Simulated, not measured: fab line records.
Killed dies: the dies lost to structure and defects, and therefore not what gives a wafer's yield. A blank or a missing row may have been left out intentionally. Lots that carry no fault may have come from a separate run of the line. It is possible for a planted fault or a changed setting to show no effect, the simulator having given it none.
Matching of chambers	flow gf180mcu	GF_PASSIVATION_ETCH_11 on rieDiel-03: 4 sister chambers
The step etches the open film in CF4/O2, stops on TiN, target depth 1800 nm, time 400 s. 8 wafers are shown with their chamber, then 7 later ones without.

EACH WAFER AND ITS CHAMBER
wafer	chamber	drypumpMotorCurrentA (A)	oesProductAu (a.u.)
L516.1	1	5.6	0.941
L517.3	1	5.6	0.942
L519.6	0	6.5	0.961
L521.3	2	5.6	0.953
L521.4	0	6.5	0.956
L521.6	3	6.1	0.962
L523.1	3	6.0	0.957
L523.2	2	5.6	0.953

WAFERS MISSING THEIR CHAMBER
wafer	drypumpMotorCurrentA (A)	oesProductAu (a.u.)
L523.3	6.5	0.957
L533.3	5.6	0.950
L533.5	6.0	0.953
L533.6	5.6	0.957
L535.1	5.6	0.955
L535.2	6.5	0.966
L535.5	5.6	0.972

EACH ONE'S CHAMBER
wafer	from the rows above	in truth
L523.3	0	0
L533.3	2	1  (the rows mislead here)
L533.5	3	3
L533.6	2	2
L535.1	2	2
L535.2	0	0
L535.5	2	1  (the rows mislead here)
Correctly placed: 5 of 7. From these rows, 0 cannot be placed. Placed wrongly: 2.
How it was worked out, from the rows above alone: a wafer's distance from a chamber is the root of the sum, over the readings, of the square of ((its reading less the chamber's mean) divided by the reading's scatter). If the next closest chamber is less than 2 further off than the closest, the wafer can't be placed; otherwise it belongs to the closest. A chamber's mean is the mean of its shown wafers. The scatter: the root of (the sum of the squares of (reading less its chamber's mean) over the shown wafers, divided by (wafers less chambers)).
